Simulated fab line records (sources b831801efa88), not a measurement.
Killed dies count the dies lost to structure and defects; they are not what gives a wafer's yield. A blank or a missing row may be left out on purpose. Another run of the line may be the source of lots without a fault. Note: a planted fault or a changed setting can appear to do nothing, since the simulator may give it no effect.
What tool caused it?	flow sky130	30 wafers from 10 lots sampled at 7 of the route's 708 steps

WHAT THE GAUGES READ, wafer by wafer
SKY_METAL1_RS_MEAS_05: measures by four-point-probe.
lot	measured	on	METAL1_ALCU_RS (ohm/sq)
L517	day 32 02:17	film-metro-04	0.1283 0.1280 0.1283
L518	day 32 08:10	film-metro-04	0.1243 0.1253 0.1256
L522	day 34 07:23	film-metro-04	0.1274 0.1278 0.1284
L524	day 34 14:47	film-metro-02	0.1292 0.1279 0.1281
L528	day 35 19:13	film-metro-04	0.1288 0.1287 0.1303
L531	day 37 05:41	film-metro-02	0.1285 0.1284 0.1293
L534	day 37 12:50	film-metro-04	0.1276 0.1292 0.1276
L537	day 38 03:10	film-metro-04	0.1278 0.1280 0.1269
L538	day 38 19:55	film-metro-03	0.1281 0.1275 0.1262
L539	day 38 21:55	film-metro-03	0.1272 0.1263 0.1259

SKY_VIA2_RS_MEAS_22: measures by four-point-probe.
lot	measured	on	VIA2_W_RS (ohm/sq)
L517	day 36 19:08	film-metro-04	0.2769 0.2772 0.2776
L518	day 37 00:00	film-metro-02	0.2802 0.2805 0.2795
L522	day 38 21:27	film-metro-01	0.1806 0.2803 0.2784
L524	day 39 02:33	film-metro-04	0.2789 0.1820 0.2773
L528	day 40 06:52	film-metro-04	0.2714 0.2730 0.2734
L531	day 41 15:44	film-metro-02	0.2722 0.2746 0.2720
L534	day 41 22:12	film-metro-02	0.2783 0.2781 0.2745
L537	day 42 09:16	film-metro-04	0.2732 0.2710 0.2753
L538	day 43 02:02	film-metro-04	0.2768 0.2778 0.2753
L539	day 43 05:02	film-metro-04	0.2713 0.2716 0.2707

SKY_VIA2_THK_MEAS_23: measures by xrf.
lot	measured	on	VIA2_W_THK (nm)
L517	day 36 19:16	film-metro-04	413 409 414
L518	day 37 00:06	film-metro-02	422 419 422
L522	day 38 21:34	film-metro-01	- 414 417
L524	day 39 02:40	film-metro-04	410 - 413
L528	day 40 06:59	film-metro-04	421 418 420
L531	day 41 15:50	film-metro-02	426 420 428
L534	day 41 22:19	film-metro-02	418 419 424
L537	day 42 09:23	film-metro-04	413 419 412
L538	day 43 02:09	film-metro-04	416 413 417
L539	day 43 05:10	film-metro-04	425 425 424

SKY_VIA3_BOW_MEAS_03.
lot	measured	on	VIA3_BOW (um)
L517	day 39 01:04	film-metro-01	94 80 86
L518	day 39 05:49	film-metro-03	79 81 76
L522	day 41 02:07	film-metro-02	66 67 79
L524	day 41 07:28	film-metro-02	75 74 76
L528	day 42 09:28	film-metro-01	81 70 58
L531	day 43 16:11	film-metro-01	88 80 74
L534	day 43 22:49	film-metro-01	81 70 70
L537	day 44 09:30	film-metro-02	80 86 80
L538	day 45 02:10	film-metro-03	100 89 87
L539	day 45 05:40	film-metro-02	90 83 72

WHICH TOOL RAN EACH LOT (tool, then ch and the chambers of the sampled wafers, then the start)
lot	SKY_METAL1_DESCUM_17	SKY_VIA2_CVD_21	SKY_VIA2_CMP_24
L517	rie-metal-04 ch 0,1, day 33 05:31	cvd-w-01 ch 0,1, day 36 19:01	cmp-02 ch 0,2,3, day 36 19:22
L518	rie-metal-04 ch 0,1, day 33 11:23	cvd-w-02 ch 0,1, day 36 23:52	cmp-02 ch 0,1,2, day 37 00:08
L522	rie-metal-03 ch 0,1, day 35 10:19	cvd-w-02 ch 0,1, day 38 21:18	cmp-01 ch 0,2,3, day 38 21:46
L524	rie-metal-03 ch 0,1, day 35 17:07	cvd-w-02 ch 0,1, day 39 02:25	cmp-01 ch 0,2,3, day 39 03:07
L528	rie-metal-03 ch 0,1, day 36 21:49	cvd-w-01 ch 0,1, day 40 06:44	cmp-02 ch 1,2,3, day 40 07:05
L531	rie-metal-04 ch 0,1, day 38 07:47	cvd-w-01 ch 0,1, day 41 15:37	cmp-02 ch 1,2, day 41 15:53
L534	rie-metal-03 ch 0,1, day 38 14:47	cvd-w-01 ch 0,1, day 41 22:04	cmp-01 ch 0,1, day 41 22:43
L537	rie-metal-04 ch 0,1, day 39 04:25	cvd-w-01 ch 0,1, day 42 09:07	cmp-02 ch 0,2, day 42 09:29
L538	rie-metal-01 ch 0,1, day 39 21:01	cvd-w-01 ch 0,1, day 43 01:54	cmp-01 ch 0,2,3, day 43 02:13
L539	rie-metal-01 ch 0,1, day 39 23:34	cvd-w-02 ch 0,1, day 43 04:55	cmp-02 ch 0,1,2, day 43 06:42
- SKY_METAL1_DESCUM_17: chemistry O2, time 8 s.
- SKY_VIA2_CVD_21: deposits W, target thk 420 nm, time 126.4 s.
- SKY_VIA2_CMP_24: polishes, stops on SiO2, t overpolish 20 s, target thk 0 nm.

WHAT THE TOOLS THEMSELVES READ (means of the sampled wafers that have a number; where no wafer has one, the mark that the record gives instead)
SKY_METAL1_DESCUM_17.
lot	tool	drypump-motor-current-A (A)	oes-product-au (a.u.)
L517	rie-metal-04	6.0	1.004
L518	rie-metal-04	6.2	1.015
L522	rie-metal-03	6.1	1.000
L524	rie-metal-03	6.4	0.993
L528	rie-metal-03	6.4	0.996
L531	rie-metal-04	6.2	1.000
L534	rie-metal-03	6.0	0.985
L537	rie-metal-04	6.3	0.996
L538	rie-metal-01	6.0	0.999
L539	rie-metal-01	6.1	1.016

SKY_VIA2_CVD_21.
lot	tool	heater-power-w (W)
L517	cvd-w-01	971
L518	cvd-w-02	900
L522	cvd-w-02	879
L524	cvd-w-02	887
L528	cvd-w-01	928
L531	cvd-w-01	900
L534	cvd-w-01	900
L537	cvd-w-01	921
L538	cvd-w-01	932
L539	cvd-w-02	892

SKY_VIA2_CMP_24.
lot	tool	motor-current-A (A)	platen-rpm (rpm)	time-to-endpoint-s (s)
L517	cmp-02	11.6	60.02	102
L518	cmp-02	10.9	60.00	104
L522	cmp-01	10.1	59.99	116
L524	cmp-01	10.1	60.02	124
L528	cmp-02	11.4	60.01	99
L531	cmp-02	11.1	59.99	97
L534	cmp-01	10.7	60.00	99
L537	cmp-02	11.5	59.98	104
L538	cmp-01	10.3	60.04	107
L539	cmp-02	10.9	60.01	98

THE ANSWER, worked out from the rows above alone
Rule: the usual values come from the lots themselves. The widest of any qualifying gaps counts: lots, ordered by their means at a reading, are off when they make up no more than a third of the lots, leave a main group of 4 or more, and stand apart from it by 3 or more times the standard deviation of that group's means. A main group is skipped when, at the precision printed for the reading in the tables above, its means are all equal. Also off: a lot with no number at a reading for which 4 or more lots have one. The other lots that the step has rows for count as sound. Order of review: gauges by route order, followed by the tools' own readings, for which a lot's mean as printed above is used. At the first step where some lot is off, the reading lying furthest off is the one used; lots without a number count as furthest.
Off: L522, L524, at SKY_VIA2_RS_MEAS_22 (VIA2_W_RS). Mean 0.2751 ohm/sq and standard deviation 0.0028 in the main group.
If a tool, at a process step before that reading, ran all the lots that are off and no sound lot after the first of them, it fits. Gauges at SKY_VIA2_RS_MEAS_22: tried the same way as those tools. Not one of the candidates tried fits.

WHAT THE SIMULATOR HAD PUT IN
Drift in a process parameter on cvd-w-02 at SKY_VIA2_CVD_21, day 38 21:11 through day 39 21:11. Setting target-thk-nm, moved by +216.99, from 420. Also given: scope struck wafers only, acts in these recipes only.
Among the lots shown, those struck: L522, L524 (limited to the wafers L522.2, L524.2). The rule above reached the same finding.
